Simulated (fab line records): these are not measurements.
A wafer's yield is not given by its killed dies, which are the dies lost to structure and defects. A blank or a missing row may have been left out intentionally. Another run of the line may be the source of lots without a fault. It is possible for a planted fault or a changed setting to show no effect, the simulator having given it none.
The tool behind it: which one? :: flow gf180mcu :: Sampling: 7 lots, 21 wafers, 2 of 602 route steps

== WHAT EACH GAUGE READ, for each wafer ==
GF_V4_THK_MEAS_25: measures by xrf.
lot: L601
measured: day 24 18:26
on: film-metro-01
V4_W_THK (nm): 346 352 345

lot: L604
measured: day 25 17:50
on: film-metro-04
V4_W_THK (nm): 337 342 334

lot: L606
measured: day 26 13:23
on: film-metro-04
V4_W_THK (nm): 336 338 338

lot: L609
measured: day 27 10:44
on: film-metro-04
V4_W_THK (nm): 344 347 346

lot: L614
measured: day 28 23:42
on: film-metro-04
V4_W_THK (nm): 343 336 340

lot: L616
measured: day 29 14:43
on: film-metro-04
V4_W_THK (nm): 346 342 342

lot: L622
measured: day 31 02:55
on: film-metro-01
V4_W_THK (nm): 341 340 342

== WHICH TOOL RAN EACH LOT (tool, then ch and the chambers of the sampled wafers, then the start) ==
lot: L601
GF_M3_SPUTTER_02: pvd-sputter-02, day 20 16:24

lot: L604
GF_M3_SPUTTER_02: pvd-sputter-02, day 21 19:17

lot: L606
GF_M3_SPUTTER_02: pvd-sputter-04, day 22 17:31

lot: L609
GF_M3_SPUTTER_02: pvd-sputter-02, day 23 16:38

lot: L614
GF_M3_SPUTTER_02: pvd-sputter-02, day 25 10:14

lot: L616
GF_M3_SPUTTER_02: pvd-sputter-02, day 26 02:56

lot: L622
GF_M3_SPUTTER_02: pvd-sputter-03, day 27 17:04
- GF_M3_SPUTTER_02: material AlCu, target thk 450 nm, time 23.9 s.

== THE ANSWER, worked out from the rows above alone ==
Rule: what is usual is taken from the lots themselves. Put in order of their means at a reading, lots are off if they are a third of the lots or fewer, leave a main group of 4 or more, and stand apart from it by a gap of 3 or more times the standard deviation of the main group's means; of several such gaps the widest counts. If all means in a main group match to the digits the tables above print for the reading, that group is not used. A lot without any number at a reading at which 4 lots or more have one is off too. The other lots that the step has rows for count as sound.
None of the lots is off at any reading shown; this tells nothing.

== WHAT WAS PUT IN BY THE SIMULATOR ==
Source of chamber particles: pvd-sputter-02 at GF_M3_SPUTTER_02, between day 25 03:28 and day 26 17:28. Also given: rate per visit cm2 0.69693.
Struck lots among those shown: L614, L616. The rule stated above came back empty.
